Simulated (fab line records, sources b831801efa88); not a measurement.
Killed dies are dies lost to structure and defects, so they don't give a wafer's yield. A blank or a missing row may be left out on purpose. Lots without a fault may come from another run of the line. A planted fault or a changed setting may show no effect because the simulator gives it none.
fab line records | flow sky130
record lots=7 wafers=21 last_day=50
route steps=708 shown LDD_HVP@281 LDD_LDN@289 PAD_OPEN@708
lots that met no fault: from a run of the same line without faults
start_h: hours from the record's first day to the start of the lot's first wafer shown | wait_h: hours since the lot's step before | " the same as in the row above | L1.1+2: a row that stands for several wafers | - no value, or no start given | * or withheld: withheld | < > ~ a bound
route shown NAME@n: a module of which the file shows steps, and the number in the route of the first | usual: mean/standard deviation of fault-free wafers | same: alike in all rows | chamber/n: place in a boat | sites: the reading at each site | _std_site: their standard deviation | _edge_site: outer sites' mean less inner sites' | radius_mm: how far each site lies from the wafer's centre | mask NAME#n: copy n | behind: the tool/chamber that last shaped the wafer | hold: why the lot was held/for how many hours/how that ended | device: the transistor (n, p or np) that didn't switch | end of line: the same wafers' tests at the end of the route | a step without rows: its recipe alone | killed: dies lost to structure and defects at the first sort, not the wafer's yield | map: a wafer's dies, x killed, . not, _ none there
set.NAME: the setting as run; set.NAME@STEP: as run at that earlier step | model.NAME: the simulator's own value behind a step, which no gauge read
lots at some steps of the route; a table a step, a row a wafer
services: from which hour (start_h, from the record's first day; less than 0 if before it) a tool's chamber was out of use, for how many hours, and why
## steps
# step SKY_LDD_HVP_SOFTBAKE_03
# recipe temp_c=90 time_s=60 resist=NOVOLAK
# step SKY_LDD_HVP_EXPOSE_04
# recipe mask_id=HVPTM na=0.6 source_shape=conventional sigma_outer=0.6 polarization=unpolarized target_cd_nm=700 dose_mj=86
# step SKY_LDD_HVP_PEB_05
# recipe temp_c=withheld time_s=* resist=NOVOLAK
# step SKY_LDD_HVP_DEVELOP_06
# recipe resist=NOVOLAK developer=TMAH develop_time_s=60 dev_temp_c=23
# step SKY_LDD_HVP_OVL_MEAS_07
# usual LDD_HVP_OVL=-0.2/1.2
# columns lot.wafer tool chamber start_h wait_h LDD_HVP_OVL[nm]
L352.2 overlay-01 - 542.29 0.1 0.1
L352.3 " - " " 0.4
L352.6 " - " " 0.3
L356.2 overlay-01 - 590.00 0.1 -1.4
L356.3 " - " " -0.3
L356.5 " - " " -1.1
L363.3 overlay-02 - 652.30 0.1 0.3
L363.5 " - " " 0.6
L363.6 " - " " 0.2
L362.1 overlay-02 - 654.50 0.1 0.3
L362.5 " - " " 0.5
L362.6 " - " " -0.2
L366.1 overlay-02 - 666.35 0.1 -0.1
L366.2 " - " " 0.0
L366.5 " - " " 0.8
L368.3 overlay-01 - 681.46 0.1 -1.0
L368.4 " - " " -1.2
L368.6 " - " " 1.8
L369.3 overlay-02 - 688.10 0.1 0.6
L369.5 " - " " -0.6
L369.6 " - " " -0.2
# step SKY_LDD_HVP_IMPLANT_08
# recipe species=B energy_kev=20 dose_cm2=1.7e+13 tilt_deg=17.9
# step SKY_LDD_HVP_STRIP_09
# recipe chemistry=O2/N2 power_w=1400 pressure_mtorr=1500 platen_temp_c=withheld o2_flow_sccm=3000 n2_flow_sccm=300 overash_fraction=0.5
# usual drypump_motor_current_A=5.7/0.39 oes_product_au=0.408/0.0051 strip_time_to_endpoint_s=4.131/0.016
# columns lot.wafer tool chamber start_h wait_h drypump_motor_current_A oes_product_au rf_hours_counter_h strip_time_to_endpoint_s
L352.2 plasma_asher-03 0 542.47 0.1 5.7 0.412 73 4.140
L352.3 " 1 " " 6.2 0.410 - 4.112
L352.6 " 1 " " 6.2 0.395 - 4.118
L356.2 plasma_asher-01 1 590.18 0.1 5.6 0.402 42 4.138
L356.3 " 1 " " 5.6 0.412 - 4.138
L356.5 " 0 " " 5.8 0.399 - 4.127
L363.3 plasma_asher-03 1 652.51 0.1 6.2 0.413 - 4.137
L363.5 " 0 " " 5.7 0.404 - 4.105
L363.6 " 1 " " 6.2 0.406 - 4.117
L362.1 plasma_asher-03 1 654.68 0.1 6.2 0.418 84 4.170
L362.5 " 0 " " 5.7 0.406 - 4.150
L362.6 " 1 " " 6.2 0.409 - 4.189
L366.1 plasma_asher-03 0 666.53 0.1 5.7 0.416 85 4.161
L366.2 " 1 " " 6.2 0.410 85 4.131
L366.5 " 1 " " 6.2 0.409 - 4.135
L368.3 plasma_asher-01 1 681.67 0.1 5.6 0.409 - 4.155
L368.4 " 0 " " 5.8 0.408 - 4.138
L368.6 " 0 " " 5.8 0.403 - 4.159
L369.3 plasma_asher-02 1 688.30 0.1 5.0 0.410 - 4.124
L369.5 " 1 " " 5.0 0.410 - 4.112
L369.6 " 0 " " 5.3 0.412 - 4.123
# step SKY_LDD_HVP_TW_MEAS_10
# usual LDD_HVP_TW=458/5
# columns lot.wafer tool chamber start_h wait_h LDD_HVP_TW
L352.2 film_metro-01 - 542.58 0.1 458
L352.3 " - " " 461
L352.6 " - " " 458
L356.2 film_metro-02 - 590.29 0.1 452
L356.3 " - " " 452
L356.5 " - " " 454
L363.3 film_metro-04 - 652.60 0.1 465
L363.5 " - " " 464
L363.6 " - " " 463
L362.1 film_metro-02 - 654.78 0.1 451
L362.5 " - " " 452
L362.6 " - " " 451
L366.1 film_metro-04 - 666.63 0.1 462
L366.2 " - " " 463
L366.5 " - " " 463
L368.3 film_metro-02 - 681.75 0.1 455
L368.4 " - " " 454
L368.6 " - " " 451
L369.3 film_metro-02 - 688.39 0.1 451
L369.5 " - " " 453
L369.6 " - " " 454
# step SKY_LDD_LDN_DEHYDRATE_00
# recipe temp_c=200 time_s=60
# step SKY_LDD_LDN_HMDS_01
# recipe prime_time_s=60 prime_temp_c=120
# step SKY_LDD_LDN_COAT_02
# recipe resist=NOVOLAK spin_rpm=3000 resist_thk_nm=1140
# step SKY_LDD_LDN_SOFTBAKE_03
# recipe temp_c=90 time_s=60 resist=NOVOLAK
# step SKY_LDD_LDN_EXPOSE_04
# recipe mask_id=LDNTM na=0.6 source_shape=conventional sigma_outer=0.6 polarization=unpolarized target_cd_nm=700 dose_mj=140
# columns lot.wafer tool chamber start_h wait_h mask model.LDD_LDN.overlay_x_nm
L352.2+3+6 iline_stepper-01 0 557.53 - LDNTM#0 -0.5942
L356.2+3+5 iline_stepper-02 0 605.34 - LDNTM#0 0.7061
L363.3+5+6 iline_stepper-01 0 668.45 - LDNTM#0 42.75
L362.1+5+6 iline_stepper-01 0 670.63 - LDNTM#0 42.24
L366.1+2+5 iline_stepper-01 0 679.77 - LDNTM#0 42.18
L368.3+4+6 iline_stepper-02 0 696.52 - LDNTM#0 0.003256
L369.3+5+6 iline_stepper-02 0 703.06 - LDNTM#0 0.1959
# step SKY_LDD_LDN_PEB_05
# recipe temp_c=withheld time_s=* resist=NOVOLAK
# step SKY_LDD_LDN_DEVELOP_06
# recipe resist=NOVOLAK developer=TMAH develop_time_s=60 dev_temp_c=23
# step SKY_LDD_LDN_OVL_MEAS_07
# usual LDD_LDN_OVL=0.3/1.4
# columns lot.wafer tool chamber start_h wait_h LDD_LDN_OVL[nm]
L352.2 overlay-01 - 572.47 0.1 -0.8
L352.3 " - " " -1.1
L352.6 " - " " -3.9
L356.2 overlay-01 - 619.34 0.1 2.6
L356.3 " - " " 2.1
L356.5 " - " " 3.0
L363.3 overlay-01 - 681.20 0.1 42.9
L363.5 " - " " 43.0
L363.6 " - " " 42.9
L362.1 overlay-02 - 683.32 0.1 42.2
L362.5 " - " " 41.9
L362.6 " - " " 41.7
L366.1 overlay-01 - 694.23 0.1 41.6
L366.2 " - " " 41.6
L366.5 " - " " 40.9
L368.3 overlay-01 - 709.43 0.1 0.5
L368.4 " - " " -0.2
L368.6 " - " " -0.4
L369.3 overlay-02 - 715.90 0.1 1.2
L369.5 " - " " 2.9
L369.6 " - " " 2.4
# step SKY_LDD_LDN_IMPLANT_08
# recipe species=As energy_kev=15 dose_cm2=1.25e+13 tilt_deg=withheld rotation_deg=23
# step SKY_PAD_OPEN_PROBE_99
# usual killed_at_M0_to_M3=45/7.5 killed_at_M4_up=3.2/1.8 killed_at_contacts=24/4.9 killed_at_front_end=15/4.4 killed_at_other=0.3/0.54 killed_dies=87/9.8 killed_open=47/6.4 killed_short=40/6.5
# same gross_dies=492 killed_at_back_side=0
# columns lot.wafer tool chamber start_h wait_h killed_at_M0_to_M3 killed_at_M4_up killed_at_contacts killed_at_front_end killed_at_other killed_dies killed_open killed_short
L352.2 prober-02 - 1110.22 0.1 48 1 21 4 0 74 46 28
L352.3 prober-02 - 1110.27 0.2 39 5 16 20 0 80 44 36
L352.6 prober-02 - 1110.42 0.2 48 3 22 19 0 92 46 45
L356.2 prober-01 - 1143.07 0.1 57 4 33 21 0 115 59 56
L356.3 prober-01 - 1143.12 0.2 42 1 19 18 0 80 44 36
L356.5 prober-01 - 1143.22 0.2 38 4 24 15 0 81 48 33
L363.3 prober-01 - 1182.22 0.2 55 1 27 16 0 99 57 42
L363.5 prober-01 - 1182.32 0.2 34 1 23 7 2 67 41 25
L363.6 prober-01 - 1182.37 0.2 42 1 23 21 0 87 53 34
L362.1 prober-02 - 1185.41 0.1 52 6 26 25 1 110 54 56
L362.5 prober-02 - 1185.61 0.2 39 2 25 15 0 81 38 43
L362.6 prober-02 - 1185.66 0.2 39 1 24 15 0 79 43 36
L366.1 prober-01 - 1189.19 0.1 44 0 21 15 0 80 46 34
L366.2 prober-01 - 1189.24 0.1 35 3 27 10 0 75 37 37
L366.5 prober-01 - 1189.39 0.2 28 4 29 12 0 73 42 31
L368.3 prober-02 - 1197.69 0.2 37 4 24 17 0 82 46 36
L368.4 prober-02 - 1197.74 0.2 39 2 29 12 1 83 46 37
L368.6 prober-02 - 1197.84 0.2 41 4 26 11 0 82 42 40
L369.3 prober-01 - 1203.06 0.2 38 1 20 10 0 69 37 30
L369.5 prober-01 - 1203.16 0.2 45 2 31 17 0 95 49 46
L369.6 prober-01 - 1203.21 0.2 38 1 31 10 0 80 46 34
# killed by level:class
L352.2 VIA1:geometric_particle:open=13 VIA3:geometric_particle:open=11 LI_CONTACT:geometric_particle:open=6 LOCAL_INTERCONNECT:geometric_particle:short=5 VIA1:geometric_particle:short=4 METAL2:geometric_particle:short=4 VIA2:geometric_particle:open=4 VIA3:geometric_particle:short=4
L352.3 VIA2:geometric_particle:open=8 FIELD_ISO:geometric_particle:short=7 VIA3:geometric_particle:open=7 VIA1:geometric_particle:open=6 FIELD_ISO:geometric_particle:open=5 CONTACT:geometric_particle:short=5 CONTACT:geometric_particle:open=5 METAL2:geometric_particle:short=5
L352.6 VIA1:geometric_particle:open=12 CONTACT:geometric_particle:open=10 METAL1:geometric_particle:short=9 FIELD_ISO:geometric_particle:open=6 LOCAL_INTERCONNECT:geometric_particle:short=6 FIELD_ISO:geometric_particle:short=5 VIA3:geometric_particle:short=5 VIA2:geometric_particle:short=4
L356.2 CONTACT:geometric_particle:open=12 VIA1:geometric_particle:open=10 VIA1:geometric_particle:short=9 VIA3:geometric_particle:open=9 FIELD_ISO:geometric_particle:short=8 VIA2:geometric_particle:open=8 LI_CONTACT:geometric_particle:open=7 CONTACT:geometric_particle:short=7
L356.3 VIA1:geometric_particle:open=12 VIA3:geometric_particle:short=7 CONTACT:geometric_particle:open=6 VIA3:geometric_particle:open=5 VIA2:geometric_particle:open=5 FIELD_ISO:geometric_particle:short=4 FIELD_ISO:geometric_particle:open=4 POLY_GATE:geometric_particle:open=4
L356.5 CONTACT:geometric_particle:open=11 VIA2:geometric_particle:open=8 LI_CONTACT:geometric_particle:open=6 VIA1:geometric_particle:short=5 VIA1:geometric_particle:open=5 VIA3:geometric_particle:open=5 FIELD_ISO:geometric_particle:open=4 METAL4:geometric_particle:short=4
L363.3 VIA1:geometric_particle:open=13 LI_CONTACT:geometric_particle:open=12 VIA3:geometric_particle:open=11 CONTACT:geometric_particle:short=7 METAL1:geometric_particle:short=6 POLY_GATE:geometric_particle:short=5 VIA3:geometric_particle:short=5 CONTACT:geometric_particle:open=4
L363.5 CONTACT:geometric_particle:open=12 VIA1:geometric_particle:open=10 VIA2:geometric_particle:open=6 LI_CONTACT:geometric_particle:open=4 METAL1:geometric_particle:short=4 METAL2:geometric_particle:short=4 POLY_GATE:geometric_particle:short=3 LOCAL_INTERCONNECT:geometric_particle:short=3
L363.6 VIA1:geometric_particle:open=12 CONTACT:geometric_particle:open=11 VIA1:geometric_particle:short=8 LI_CONTACT:geometric_particle:open=7 POLY_GATE:geometric_particle:open=6 VIA3:geometric_particle:open=5 CONTACT:geometric_particle:short=4 METAL1:geometric_particle:short=4
L362.1 LI_CONTACT:geometric_particle:open=13 VIA1:geometric_particle:open=11 VIA3:geometric_particle:open=10 POLY_GATE:geometric_particle:short=9 METAL1:geometric_particle:short=8 VIA2:geometric_particle:open=7 POLY_GATE:geometric_particle:open=6 METAL4:geometric_particle:short=6
L362.5 CONTACT:geometric_particle:open=10 VIA1:geometric_particle:open=10 METAL1:geometric_particle:short=8 FIELD_ISO:geometric_particle:open=7 CONTACT:geometric_particle:short=5 METAL2:geometric_particle:short=5 VIA1:geometric_particle:short=5 POLY_GATE:geometric_particle:short=4
L362.6 VIA1:geometric_particle:open=14 LI_CONTACT:geometric_particle:open=8 POLY_GATE:geometric_particle:short=6 LI_CONTACT:geometric_particle:short=5 METAL2:geometric_particle:short=5 VIA2:geometric_particle:open=5 CONTACT:geometric_particle:short=4 CONTACT:geometric_particle:open=4
L366.1 CONTACT:geometric_particle:open=9 VIA3:geometric_particle:open=9 VIA1:geometric_particle:open=8 VIA2:geometric_particle:short=7 VIA1:geometric_particle:short=7 CONTACT:geometric_particle:short=5 FIELD_ISO:geometric_particle:open=4 LI_CONTACT:geometric_particle:open=4
L366.2 CONTACT:geometric_particle:open=13 METAL2:geometric_particle:short=8 VIA1:geometric_particle:open=7 CONTACT:geometric_particle:short=6 VIA2:geometric_particle:short=6 LI_CONTACT:geometric_particle:open=5 VIA3:geometric_particle:short=4 VIA3:geometric_particle:open=4
L366.5 LI_CONTACT:geometric_particle:open=9 CONTACT:geometric_particle:open=8 VIA1:geometric_particle:short=6 CONTACT:geometric_particle:short=6 VIA3:geometric_particle:open=5 VIA2:geometric_particle:open=5 FIELD_ISO:geometric_particle:short=4 VIA1:geometric_particle:open=4
L368.3 VIA1:geometric_particle:open=14 LI_CONTACT:geometric_particle:open=8 LOCAL_INTERCONNECT:geometric_particle:short=8 FIELD_ISO:geometric_particle:short=6 CONTACT:geometric_particle:open=6 POLY_GATE:geometric_particle:short=4 METAL1:geometric_particle:short=4 METAL2:geometric_particle:short=4
L368.4 CONTACT:geometric_particle:open=13 VIA1:geometric_particle:open=11 FIELD_ISO:geometric_particle:short=6 VIA3:geometric_particle:open=6 CONTACT:geometric_particle:short=5 LOCAL_INTERCONNECT:geometric_particle:short=5 LI_CONTACT:geometric_particle:short=4 METAL1:geometric_particle:short=4
L368.6 CONTACT:geometric_particle:open=13 METAL1:geometric_particle:short=8 VIA1:geometric_particle:open=7 LI_CONTACT:geometric_particle:open=6 METAL2:geometric_particle:short=6 VIA2:geometric_particle:open=6 FIELD_ISO:geometric_particle:short=5 FIELD_ISO:geometric_particle:open=4
L369.3 VIA1:geometric_particle:open=13 CONTACT:geometric_particle:open=8 VIA2:geometric_particle:open=7 LOCAL_INTERCONNECT:geometric_particle:short=5 FIELD_ISO:geometric_particle:open=4 VIA2:geometric_particle:short=4 CONTACT:geometric_particle:short=4 VIA3:geometric_particle:short=4
L369.5 CONTACT:geometric_particle:open=12 VIA1:geometric_particle:open=11 FIELD_ISO:geometric_particle:open=7 VIA2:geometric_particle:open=6 LI_CONTACT:geometric_particle:short=5 LI_CONTACT:geometric_particle:open=5 LOCAL_INTERCONNECT:geometric_particle:short=5 VIA2:geometric_particle:short=5
L369.6 CONTACT:geometric_particle:open=13 VIA1:geometric_particle:open=9 METAL1:geometric_particle:short=8 VIA2:geometric_particle:open=8 LI_CONTACT:geometric_particle:open=7 LOCAL_INTERCONNECT:geometric_particle:short=4 LI_CONTACT:geometric_particle:short=3 METAL3:geometric_particle:short=3
## services
# columns tool chamber start_h hours kind
iline_stepper-01 0 571.58 - calibration
iline_stepper-01 - 577.11 1.7 pm
plasma_asher-03 - 611.88 1.6 repair
iline_stepper-02 - 652.18 1.7 pm
iline_stepper-01 - 688.00 8.9 pm
## key
first_sign step=SKY_LDD_LDN_OVL_MEAS_07 reading=LDD_LDN_OVL direction=up sigmas=29 usual=0.3 struck=42.1
effect none on later readings
model_effect step=SKY_LDD_LDN_EXPOSE_04 value=LDD_LDN.overlay_x_nm without=-0.2302 struck=42.39
met_at SKY_LDD_LDN_EXPOSE_04
struck_wafers L362.1,L362.5,L362.6,L363.3,L363.5,L363.6,L366.1,L366.2,L366.5
tester_left_out L362,L363,L366
onset_between 557.53 668.45
also_fits SKY_LDD_HVP_STRIP_09:plasma_asher-03
fault kind=scanner_matching_overlay tool=iline_stepper-01 chamber=- onset_h=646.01 steps=SKY_LDD_LDN_EXPOSE_04 offset=42.618
# tester_left_out: of these lots the tester's yield and bins aren't shown, on N5 and GAA mostly nor the transistor test; their killed dies are dies lost to structure and defects alone, not to doping, threshold or leakage, so they don't give the yield
